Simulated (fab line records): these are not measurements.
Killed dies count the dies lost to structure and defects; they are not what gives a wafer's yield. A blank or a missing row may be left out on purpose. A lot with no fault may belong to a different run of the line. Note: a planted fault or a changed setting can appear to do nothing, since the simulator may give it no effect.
fab line records	flow gf180mcu
record lots=11	wafers=33	last-day=34
route steps=602 shown HV_LDD@225 NSD@247 PSD@257
lots with no fault: from the same line, run without faults
start-h: hours from the record's opening day to when the first of the lot's shown wafers began	wait-h: hours elapsed since this lot's preceding step	" the same as in the row above	L1.1+2: several wafers, shown together as one row	- no value, or no start was given	* or withheld: withheld	< > ~ a bound
route shown NAME@n: names a module that has steps shown in the file, with the first one's number in the route	usual: mean and standard deviation over wafers with no fault	same: alike in all rows	chamber/n: place in a boat	sites: per-site readings	_std_site: their standard deviation	_edge_site: the outer-site mean with the inner-site mean subtracted	radius-mm: for every site, how far away it sits from the centre of the wafer	mask NAME#n: copy n	behind: tool/chamber where the wafer was last shaped	hold: why the lot was held/for how many hours/how that ended	device: whichever transistor did not switch (one of n, p or np)	end of line: tests of these same wafers at the route's end	a step with no rows: only its recipe	killed: count of dies lost to structure and defects at first sort (not the wafer's yield)	map: a wafer's dies, marking killed ones x, the rest . and places with no die _
set.NAME: the setting the step ran with; set.NAME@STEP: the setting that earlier step ran with	model.NAME: the simulator's own value behind a step, which no gauge read
one table for each step of the route and one row for each wafer, over a sample of lots
services: a tool's chamber out of use, with start hour (start-h, from the record's first day; less than 0 if before it), hours out, and reason
## steps
# step GF_HV_LDD_STRIP_49
# recipe chemistry=O2/N2	power-w=1400	pressure-mtorr=1500	platen-temp-c=250	o2-flow-sccm=3000	n2-flow-sccm=300	overash-fraction=0.5
# usual drypump-motor-current-A=5.6/0.59	heater-power-w=365/40	n2-flow-sccm=299.8/1.2	oes-product-au=0.716/0.0051	strip-time-to-endpoint-s=12.66/0.042
lot.wafer	tool	chamber	start-h	wait-h	drypump-motor-current-A	heater-power-w	n2-flow-sccm	oes-product-au	rf-hours-counter-h	strip-time-to-endpoint-s
L794.2	plasma-asher-04	1	276.29	0.1	6.2	418	299.6	0.717	62	12.58
L794.3	"	1	"	"	6.2	433	300.5	0.717	-	12.63
L794.6	"	1	"	"	6.2	433	298.7	0.716	-	12.59
L795.2	plasma-asher-04	1	279.21	0.1	6.2	428	300.7	0.715	62	12.66
L795.3	"	1	"	"	6.2	420	300.2	0.715	-	12.63
L795.4	"	0	"	"	4.9	377	301.2	0.711	-	12.64
L797.3	plasma-asher-03	0	295.79	0.1	6.0	329	301.0	0.706	-	12.60
L797.4	"	1	"	"	4.7	311	300.1	0.716	-	12.61
L797.6	"	1	"	"	4.7	304	300.3	0.722	-	12.62
L798.2	plasma-asher-04	0	305.98	0.1	4.9	379	299.3	0.711	65	12.70
L798.4	"	0	"	"	4.9	373	299.9	0.716	-	12.74
L798.6	"	1	"	"	6.2	416	298.7	0.717	-	12.69
L800.3	plasma-asher-01	0	322.57	0.1	6.1	372	301.3	0.717	-	12.61
L800.4	"	1	"	"	5.7	349	301.1	0.713	-	12.62
L800.5	"	0	"	"	6.0	368	298.5	0.721	-	12.68
L806.1	plasma-asher-04	1	375.29	0.1	6.2	426	299.3	0.717	72	12.69
L806.5	"	1	"	"	6.2	431	299.9	0.712	-	12.68
L806.6	"	0	"	"	4.9	383	298.5	0.718	-	12.66
L807.1	plasma-asher-04	1	386.90	0.1	6.2	427	299.9	0.722	73	12.70
L807.5	"	0	"	"	4.9	379	300.1	0.723	-	12.68
L807.6	"	1	"	"	6.2	434	300.1	0.714	-	12.67
L808.3	plasma-asher-01	1	389.06	0.1	5.7	353	301.1	0.713	-	12.59
L808.4	"	0	"	"	6.1	371	300.6	0.703	-	12.61
L808.6	"	1	"	"	5.7	355	300.1	0.714	-	12.61
L809.1	plasma-asher-04	1	402.98	0.1	6.1	431	300.4	0.721	75	12.64
L809.5	"	0	"	"	4.9	383	300.7	0.713	-	12.65
L809.6	"	1	"	"	6.2	422	300.4	0.715	-	12.69
L812.3	plasma-asher-03	1	425.31	0.1	4.7	301	299.8	0.717	-	12.68
L812.4	"	0	"	"	5.9	338	298.7	0.719	-	12.66
L812.6	"	0	"	"	5.9	340	299.0	0.716	-	12.62
L817.1	plasma-asher-03	1	464.25	0.1	4.8	300	299.0	0.712	70	12.62
L817.4	"	1	"	"	4.7	306	298.6	0.722	-	12.63
L817.5	"	1	"	"	4.7	299	298.8	0.710	-	12.62
# step GF_HV_LDD_TW_MEAS_50
# usual HV_LDD_4_TW=563/3.9
lot.wafer	tool	chamber	start-h	wait-h	HV_LDD_4_TW
L794.2	film-metro-01	-	276.40	0.1	565
L794.3	"	-	"	"	562
L794.6	"	-	"	"	564
L795.2	film-metro-02	-	279.32	0.1	569
L795.3	"	-	"	"	567
L795.4	"	-	"	"	567
L797.3	film-metro-04	-	295.87	0.1	557
L797.4	"	-	"	"	561
L797.6	"	-	"	"	561
L798.2	film-metro-02	-	306.09	0.1	565
L798.4	"	-	"	"	564
L798.6	"	-	"	"	562
L800.3	film-metro-04	-	322.66	0.1	562
L800.4	"	-	"	"	562
L800.5	"	-	"	"	560
L806.1	film-metro-04	-	375.39	0.1	556
L806.5	"	-	"	"	556
L806.6	"	-	"	"	562
L807.1	film-metro-02	-	387.00	0.1	562
L807.5	"	-	"	"	563
L807.6	"	-	"	"	565
L808.3	film-metro-04	-	389.15	0.1	564
L808.4	"	-	"	"	563
L808.6	"	-	"	"	561
L809.1	film-metro-04	-	403.08	0.1	560
L809.5	"	-	"	"	559
L809.6	"	-	"	"	559
L812.3	film-metro-04	-	425.40	0.1	560
L812.4	"	-	"	"	562
L812.6	"	-	"	"	562
L817.1	film-metro-04	-	464.35	0.1	556
L817.4	"	-	"	"	563
L817.5	"	-	"	"	561
# step GF_NSD_TW_MEAS_12
# usual NSD_TW=4223/34
lot.wafer	tool	chamber	start-h	wait-h	NSD_TW
L794.2	film-metro-04	-	299.85	0.1	4203
L794.3	"	-	"	"	4185
L794.6	"	-	"	"	4178
L795.2	film-metro-03	-	302.08	0.1	4246
L795.3	"	-	"	"	4242
L795.4	"	-	"	"	4248
L797.3	film-metro-03	-	319.19	0.1	4255
L797.4	"	-	"	"	4275
L797.6	"	-	"	"	4276
L798.2	film-metro-03	-	328.23	0.1	4264
L798.4	"	-	"	"	4251
L798.6	"	-	"	"	4267
L800.3	film-metro-01	-	347.21	0.1	4233
L800.4	"	-	"	"	4246
L800.5	"	-	"	"	4237
L806.1	film-metro-04	-	401.05	0.1	4192
L806.5	"	-	"	"	4204
L806.6	"	-	"	"	4179
L807.1	film-metro-01	-	414.59	0.1	4264
L807.5	"	-	"	"	4246
L807.6	"	-	"	"	4241
L808.3	film-metro-01	-	415.32	0.1	4233
L808.4	"	-	"	"	4250
L808.6	"	-	"	"	4242
L809.1	film-metro-01	-	429.77	0.1	4261
L809.5	"	-	"	"	4208
L809.6	"	-	"	"	4267
L812.3	film-metro-04	-	452.42	0.1	4189
L812.4	"	-	"	"	4193
L812.6	"	-	"	"	4174
L817.1	film-metro-01	-	491.30	0.1	4232
L817.4	"	-	"	"	4238
L817.5	"	-	"	"	4257
# step GF_PSD_IMPLANT_09
# recipe species=BF2	energy-kev=40	dose-cm2=1.5e+15	tilt-deg=7
# usual beam-energy-keV=40.000/0.011	dose-ions-cm2=1.4998e+15/1.6e+12	end-station-pressure-torr=1.17e-05/6.3e-07	faraday-current-uA=8244/140
lot.wafer	tool	chamber	start-h	wait-h	beam-energy-keV	dose-ions-cm2	end-station-pressure-torr	faraday-current-uA
L794.2	implanter-04	0	319.43	0.0	40.006	1.4976e+15	1.14e-05	8246
L794.3	"	0	"	"	40.007	1.498e+15	1.24e-05	8206
L794.6	"	0	"	"	40.004	1.4986e+15	1.28e-05	8351
L795.2	implanter-01	0	321.22	0.0	40.001	1.499e+15	1.24e-05	8264
L795.3	"	0	"	"	40.001	1.498e+15	1.18e-05	8278
L795.4	"	0	"	"	40.003	1.4969e+15	1.22e-05	8295
L797.3	implanter-01	0	340.00	0.1	40.009	1.5014e+15	1.22e-05	8375
L797.4	"	0	"	"	40.002	1.499e+15	1.11e-05	8070
L797.6	"	0	"	"	39.999	1.5002e+15	1.02e-05	8188
L798.2	implanter-01	0	348.35	0.0	40.006	9.518e+14	9.7e-06	5260
L798.4	"	0	"	"	39.995	9.509e+14	9.4e-06	5280
L798.6	"	0	"	"	40.010	9.487e+14	9.7e-06	5183
L800.3	implanter-01	0	368.98	0.1	40.016	9.468e+14	8.8e-06	5215
L800.4	"	0	"	"	40.019	9.501e+14	9.2e-06	5266
L800.5	"	0	"	"	40.017	9.51e+14	9.6e-06	5184
L806.1	implanter-01	0	424.00	0.0	39.979	1.5005e+15	1.21e-05	8094
L806.5	"	0	"	"	40.010	1.4999e+15	1.24e-05	8143
L806.6	"	0	"	"	40.017	1.4995e+15	1.22e-05	8281
L807.1	implanter-01	0	438.45	0.0	39.986	1.5009e+15	1.19e-05	8266
L807.5	"	0	"	"	39.988	1.4995e+15	1.2e-05	7756
L807.6	"	0	"	"	40.004	1.5012e+15	1.17e-05	8354
L808.3	implanter-01	0	439.78	0.1	39.991	1.4994e+15	1.31e-05	8321
L808.4	"	0	"	"	40.013	1.4993e+15	1.22e-05	8135
L808.6	"	0	"	"	39.986	1.4993e+15	1.18e-05	8430
L809.1	implanter-01	0	454.07	0.0	40.001	1.5005e+15	1.1e-05	8423
L809.5	"	0	"	"	39.994	1.5008e+15	1.13e-05	8051
L809.6	"	0	"	"	39.996	1.5001e+15	1.08e-05	8565
L812.3	implanter-04	0	476.52	0.1	39.995	1.5017e+15	1.27e-05	8115
L812.4	"	0	"	"	39.991	1.5e+15	1.19e-05	8234
L812.6	"	0	"	"	40.013	1.502e+15	1.18e-05	8321
L817.1	implanter-04	0	514.80	0.0	40.000	1.5006e+15	1.08e-05	8157
L817.4	"	0	"	"	40.000	1.5007e+15	1.1e-05	8487
L817.5	"	0	"	"	40.013	1.5003e+15	1.15e-05	8207
# step GF_PSD_STRIP_10
# recipe chemistry=O2/N2	power-w=1400	pressure-mtorr=1500	platen-temp-c=250	o2-flow-sccm=3000	n2-flow-sccm=300	overash-fraction=0.5
# usual drypump-motor-current-A=5.5/0.6	heater-power-w=359/42	n2-flow-sccm=299.9/0.98	oes-product-au=0.592/0.0046	strip-time-to-endpoint-s=16.54/0.046
lot.wafer	tool	chamber	start-h	wait-h	drypump-motor-current-A	heater-power-w	n2-flow-sccm	oes-product-au	rf-hours-counter-h	strip-time-to-endpoint-s
L794.2	plasma-asher-03	1	319.55	0.1	4.7	303	299.8	0.589	54	16.57
L794.3	"	1	"	"	4.7	302	299.0	0.586	-	16.53
L794.6	"	1	"	"	4.7	301	299.5	0.591	-	16.58
L795.2	plasma-asher-03	1	321.34	0.1	4.7	297	298.9	0.601	55	16.58
L795.3	"	1	"	"	4.7	297	300.8	0.592	-	16.56
L795.4	"	0	"	"	5.9	351	301.0	0.590	-	16.63
L797.3	plasma-asher-03	0	340.14	0.1	5.9	342	301.0	0.588	-	16.56
L797.4	"	1	"	"	4.7	303	300.5	0.597	-	16.67
L797.6	"	1	"	"	4.7	302	301.4	0.594	-	16.58
L798.2	plasma-asher-04	0	348.48	0.1	4.9	386	299.9	0.627	69	15.11
L798.4	"	0	"	"	4.9	379	299.3	0.621	-	15.15
L798.6	"	1	"	"	6.2	426	299.9	0.625	-	15.19
L800.3	plasma-asher-02	1	369.11	0.1	5.1	345	298.8	0.628	-	15.23
L800.4	"	0	"	"	6.1	397	302.0	0.624	-	15.25
L800.5	"	1	"	"	5.1	333	299.3	0.624	-	15.29
L806.1	plasma-asher-02	1	424.15	0.1	5.1	350	297.1	0.589	31	16.56
L806.5	"	1	"	"	5.1	340	298.4	0.586	-	16.58
L806.6	"	0	"	"	6.1	392	299.2	0.594	-	16.55
L807.1	plasma-asher-03	0	438.60	0.1	5.9	348	301.0	0.588	68	16.55
L807.5	"	0	"	"	5.9	341	300.1	0.590	-	16.57
L807.6	"	1	"	"	4.7	302	301.3	0.598	-	16.52
L808.3	plasma-asher-04	0	439.91	0.1	4.9	372	300.0	0.592	-	16.52
L808.4	"	1	"	"	6.2	437	300.6	0.596	-	16.55
L808.6	"	0	"	"	4.9	382	300.9	0.585	-	16.54
L809.1	plasma-asher-03	0	454.22	0.1	6.0	339	300.0	0.591	69	16.49
L809.5	"	0	"	"	5.9	349	300.9	0.593	-	16.49
L809.6	"	1	"	"	4.7	302	300.2	0.586	-	16.48
L812.3	plasma-asher-03	0	476.65	0.1	5.9	343	298.4	0.590	-	16.51
L812.4	"	1	"	"	4.7	304	300.3	0.593	-	16.51
L812.6	"	1	"	"	4.7	301	299.1	0.595	-	16.48
L817.1	plasma-asher-04	0	514.95	0.1	4.9	382	300.3	0.599	86	16.54
L817.4	"	0	"	"	4.9	381	298.8	0.592	-	16.60
L817.5	"	1	"	"	6.2	435	300.6	0.594	-	16.56
# step GF_PSD_TW_MEAS_11
# usual PSD_TW=3147/24
lot.wafer	tool	chamber	start-h	wait-h	PSD_TW
L794.2	film-metro-04	-	319.66	0.1	3140
L794.3	"	-	"	"	3134
L794.6	"	-	"	"	3134
L795.2	film-metro-04	-	321.45	0.1	3155
L795.3	"	-	"	"	3136
L795.4	"	-	"	"	3144
L797.3	film-metro-04	-	340.22	0.1	3117
L797.4	"	-	"	"	3135
L797.6	"	-	"	"	3141
L798.2	film-metro-04	-	348.59	0.1	2808
L798.4	"	-	"	"	2805
L798.6	"	-	"	"	2811
L800.3	film-metro-03	-	369.20	0.1	2879
L800.4	"	-	"	"	2874
L800.5	"	-	"	"	2861
L806.1	film-metro-04	-	424.25	0.1	3143
L806.5	"	-	"	"	3144
L806.6	"	-	"	"	3144
L807.1	film-metro-04	-	438.70	0.1	3125
L807.5	"	-	"	"	3130
L807.6	"	-	"	"	3131
L808.3	film-metro-01	-	440.00	0.1	3175
L808.4	"	-	"	"	3184
L808.6	"	-	"	"	3167
L809.1	film-metro-04	-	454.32	0.1	3122
L809.5	"	-	"	"	3122
L809.6	"	-	"	"	3128
L812.3	film-metro-04	-	476.74	0.1	3115
L812.4	"	-	"	"	3124
L812.6	"	-	"	"	3133
L817.1	film-metro-01	-	515.05	0.1	3191
L817.4	"	-	"	"	3174
L817.5	"	-	"	"	3191
# step GF_PSD_RS_MEAS_15
# recipe thk-meas-gauge=four-point-probe
# usual PSD_RS=108.59/0.27
lot.wafer	tool	chamber	start-h	wait-h	PSD_RS[ohm/sq]
L794.2	film-metro-01	-	319.99	0.1	108.41
L794.3	"	-	"	"	108.26
L794.6	"	-	"	"	108.61
L795.2	film-metro-03	-	321.77	0.1	108.52
L795.3	"	-	"	"	108.48
L795.4	"	-	"	"	108.42
L797.3	film-metro-03	-	340.56	0.1	108.69
L797.4	"	-	"	"	108.37
L797.6	"	-	"	"	108.85
L798.2	film-metro-03	-	348.91	0.1	139.60
L798.4	"	-	"	"	139.10
L798.6	"	-	"	"	138.82
L800.3	film-metro-03	-	369.53	0.1	138.92
L800.4	"	-	"	"	138.53
L800.5	"	-	"	"	138.38
L806.1	film-metro-04	-	424.57	0.1	109.02
L806.5	"	-	"	"	108.95
L806.6	"	-	"	"	109.22
L807.1	film-metro-01	-	439.02	0.1	108.75
L807.5	"	-	"	"	108.82
L807.6	"	-	"	"	108.91
L808.3	film-metro-04	-	440.33	0.1	108.72
L808.4	"	-	"	"	108.83
L808.6	"	-	"	"	108.52
L809.1	film-metro-01	-	454.69	0.1	108.70
L809.5	"	-	"	"	108.50
L809.6	"	-	"	"	108.52
L812.3	film-metro-04	-	477.08	0.1	108.89
L812.4	"	-	"	"	108.66
L812.6	"	-	"	"	108.87
L817.1	film-metro-03	-	515.37	0.1	108.48
L817.4	"	-	"	"	108.77
L817.5	"	-	"	"	109.10
## services
tool	chamber	start-h	hours	kind
implanter-01	-	259.92	1.1	repair
implanter-01	-	278.95	2.2	repair
implanter-04	-	284.34	4.0	repair
plasma-asher-03	-	286.62	2.6	repair
implanter-04	-	326.39	11.2	pm
plasma-asher-01	-	328.12	7.4	repair
implanter-04	-	339.22	1.0	repair
implanter-01	-	342.26	4.0	repair
plasma-asher-02	-	418.35	4.0	pm
plasma-asher-01	-	421.25	9.0	pm
plasma-asher-01	0	421.25	9.0	vent-cycle
plasma-asher-01	1	421.25	9.0	vent-cycle
plasma-asher-01	0	430.25	-	clean
plasma-asher-01	1	430.25	-	clean
plasma-asher-03	-	439.63	3.0	repair
plasma-asher-04	-	499.82	3.9	repair
## key
first-sign step=GF_PSD_IMPLANT_09	reading=dose-ions-cm2	direction=down	sigmas=99+	usual=1.4998e+15	struck=9.499e+14
effect step=GF_PSD_IMPLANT_09	reading=faraday-current-uA	direction=down	sigmas=21	usual=8244	struck=5231
effect step=GF_PSD_STRIP_10	reading=strip-time-to-endpoint-s	direction=down	sigmas=29	usual=*	struck=*
effect step=GF_PSD_TW_MEAS_11	reading=PSD_TW	direction=down	sigmas=13	usual=3147	struck=2839
effect step=GF_PSD_RS_MEAS_15	reading=PSD_RS	direction=up	sigmas=99+	usual=108.59	struck=138.89
met-at GF_PSD_IMPLANT_09
struck-lots L798,L800
tester-left-out L798,L800
not-acting-at GF_HV_LDD_STRIP_49,GF_HV_LDD_TW_MEAS_50,GF_NSD_TW_MEAS_12
onset-between 340.00 348.35
fault kind=process-parameter-drift	tool=implanter-01	chamber=-	onset-h=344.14	steps=GF_PSD_IMPLANT_09	channel=dose-cm2	offset=-5.4945e+14	shape=step	end-h=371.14	acts-in=these-recipes-only	stated=1.5e+15
# tester-left-out: of these lots the tester's yield and bins aren't shown, on N5 and GAA mostly nor the transistor test; their killed dies are dies lost to structure and defects alone, not to doping, threshold or leakage, so they don't give the yield
